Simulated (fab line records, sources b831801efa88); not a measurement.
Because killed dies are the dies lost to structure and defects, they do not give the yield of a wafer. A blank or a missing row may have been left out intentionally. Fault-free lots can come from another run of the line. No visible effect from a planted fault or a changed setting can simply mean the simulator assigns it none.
One fault through the eyes of 2 desks ; flow gf180mcu ; only its own numbers are on each desk; what lay behind them is given at the end

## METROLOGY DESK
What the gauges read, lot by lot, whatever tool the lot ran on: means of the sampled wafers that have a number. Marked OUT: a lot whose mean sits more than 4 standard deviations from the usual mean, which makes it out of limits; the brackets give that distance.
Columns: A = V5_W_THK at GF_V5_THK_MEAS_25, usual 350 nm; B = TOP_METAL_ALCU_RS at GF_TOP_METAL_RS_MEAS_05, usual 0.0327 ohm/sq
lot;first seen here;A;B
L309;day 27 04:41;355;0.0331
L308;day 27 05:38;357;0.0330
L312;day 28 02:29;348;0.0332
L313;day 28 07:48;346;0.0324
L314;day 28 22:47;356;0.0329
L315;day 29 17:29;354;0.0328
L316;day 29 18:23;356;0.0322
L322;day 31 12:22;344;0.0328
L323;day 31 13:19;352;0.0326
L326;day 32 08:35;360;0.0320
L327;day 32 19:46;356;0.0328
L329;day 33 10:25;349;0.0330
L331;day 34 02:16;349;0.0322
This desk found nothing out of limits on any of the 13 lots.

## TOOL OWNER'S DESK, rie diel-02
The tool's own readings at GF_V5_ETCH_17 (etches SiO2 in C4F8/O2/Ar, stops on TiN, target depth 855 nm): means of the sampled wafers that have a number, for each lot that ran on this tool. Marked OUT: a lot whose mean sits more than 4 standard deviations from the usual mean, which makes it out of limits; the brackets give that distance.
Columns: A = oes product au at GF_V5_ETCH_17, usual 0.859 a.u.; B = rf fwd power W at GF_V5_ETCH_17, usual 1493 W
lot;first seen here;A;B
L309;day 27 03:00;0.861;1492
L312;day 28 01:00;0.862;1488
L313;day 28 06:00;0.862;1738 (+52) OUT
L316;day 29 17:00;0.862;1732 (+51) OUT
L329;day 33 09:00;0.861;1501
Finding of this desk: L313, L316 out of limits; the first was L313 at day 28 06:00, on rf fwd power W at GF_V5_ETCH_17. L309, L312, L329: within limits.

## BROUGHT TOGETHER
On L313, L316, at day 28 06:00, an alarm was possible from the tool owner's desk.
Nothing out of limits was seen by the metrology desk.
The metrology desk has L313, L316 on record, within its limits.
Of the lots named, all ran GF_V5_ETCH_17 on rie diel-02.

## WHAT WAS PUT IN BY THE SIMULATOR
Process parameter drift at GF_V5_ETCH_17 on rie diel-02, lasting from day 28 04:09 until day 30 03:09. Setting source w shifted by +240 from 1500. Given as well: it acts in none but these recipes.
Struck lots among those shown: L313, L316.
Each desk's first reading out of limits, in hours after the fault started: the tool owner's desk, 2.
